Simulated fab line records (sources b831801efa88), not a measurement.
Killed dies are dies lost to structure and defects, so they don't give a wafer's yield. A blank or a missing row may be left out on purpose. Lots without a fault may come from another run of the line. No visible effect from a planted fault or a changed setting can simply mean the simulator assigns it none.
Problem report in the 8D (eight disciplines) form, filled by code | flow sky130 | the parts of the form that need people (team, actions taken, sign-off) are left out

== 1. WHAT IS WRONG ==
A mean of 28.67 s is read at SKY_PASSIVATION_STRIP_12 for stripTimeToEndpointS, taken on 1 wafer of 1 lot, against 31.62 s (standard deviation 0.16) on wafers free of any fault. Measured from the usual mean, that is -18 standard deviations.
The step: strips in O2/N2.
The first sign was on wafer L423.2 at day 48 19:38, on plasmaAsher-03. The record has a number at this step for 33 wafers belonging to 11 lots. Rule for "out" (also "out of limits"): further than 4 standard deviations from the usual mean. Any other wafer with a number is counted as sound.

== 2. WHAT IT IS AND WHAT IT IS NOT ==
question                    | is                   | is not
which readings at this step | stripTimeToEndpointS | drypumpMotorCurrentA, oesProductAu
which lots                  | L423                 | L412, L413, L414, L415, L416, L418, L419, L420, L424, L428
which wafers of those lots  | L423.2               | L423.1, L423.5
read on which tools         | plasmaAsher-03       | plasmaAsher-01, plasmaAsher-04
when                        | from day 48 19:38    | up to then (26 sound wafers); but 6 sound wafers of L424, L428 came after

== 3. WHAT RULES OUT EACH SUSPECT ==
Counting: any tool at a process step up to the reading remains a suspect provided it ran every lot that is out. Sound lots after the first of them don't rule it out here, since some wafers of a struck lot are sound.
- rieMetal-04 at SKY_METAL3_DESCUM_15 (chemistry O2, time 8 s): kept. It ran the lot that is out, L423 (day 43 09:04); its last sound lot up to then is L420 (day 42 16:16).
- rieDiel-04 at SKY_METAL3_ETCH_17 (etches SiO2 in C4F8/O2/Ar, stops on TiN, time 3.9 s, target depth 15 nm): kept. It ran the lot that is out, L423 (day 43 09:12); its last sound lot up to then is L416 (day 41 07:45).
- rieDiel-04 at SKY_PASSIVATION_ETCH_11 (etches the open film in CF4/O2, stops on AlCu, target depth 725 nm, time 161.1 s): kept. It ran the lot that is out, L423 (day 48 19:32); its last sound lot up to then is L420 (day 48 07:01).
- plasmaAsher-03 at SKY_PASSIVATION_STRIP_12 (strips in O2/N2): kept. It ran the lot that is out, L423 (day 48 19:38); its last sound lot up to then is L414 (day 46 16:10). On those wafers its own readings are out: stripTimeToEndpointS.
- The sound lot-mates ran in chamber 1 of rieMetal-04 at SKY_METAL3_DESCUM_15, but the wafers that are out ran in chamber 0.
- The sound lot-mates ran in chamber 3 of rieDiel-04 at SKY_METAL3_ETCH_17, but the wafers that are out ran in chamber 1.
- The sound lot-mates ran in chamber 2 of rieDiel-04 at SKY_PASSIVATION_ETCH_11, but the wafers that are out ran in chamber 1.
Left after counting: rieMetal-04 at SKY_METAL3_DESCUM_15, rieDiel-04 at SKY_METAL3_ETCH_17, rieDiel-04 at SKY_PASSIVATION_ETCH_11, plasmaAsher-03 at SKY_PASSIVATION_STRIP_12.

== 4. THE CAUSE (what the simulator had put in) ==
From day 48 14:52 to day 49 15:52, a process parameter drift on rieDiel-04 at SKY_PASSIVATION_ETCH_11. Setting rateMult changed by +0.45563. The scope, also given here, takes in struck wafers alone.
This tool is one of the 4 suspects left after counting.

== 5. THE CHAIN OF EFFECTS, in route order ==
One row per reading whose mean, taken over the struck wafers that have a number, lies over 3 standard deviations from the usual. Readings are gone through only where the record gives a usual standard deviation; hours: the median, over the lots, of the time from a lot's start at the first step in this table giving one to that lot's start at this step; sigmas: the change measured in usual standard deviations.
hours | step                     | reading              | usual   | on struck wafers | change | sigmas
0     | SKY_PASSIVATION_STRIP_12 | stripTimeToEndpointS | 31.62 s | 28.67            | -2.95  | -18
Here are the process steps it includes:
- SKY_PASSIVATION_STRIP_12: strips in O2/N2.

== 6. WHAT WOULD HAVE CAUGHT IT SOONER ==
In this record no reading fell out of limits until day 48 19:38, 5 hours after the fault had begun at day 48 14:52.
No tool reading at SKY_PASSIVATION_ETCH_11 that has a usual standard deviation in the record was out on any struck wafer, so an alarm limit of 4 standard deviations on those readings would not have fired.
The start of SKY_PASSIVATION_ETCH_11 on rieDiel-04 came by day 48 19:38 for every one of the lots that are out (1). Tool hold at that time: it would have spared none of them.
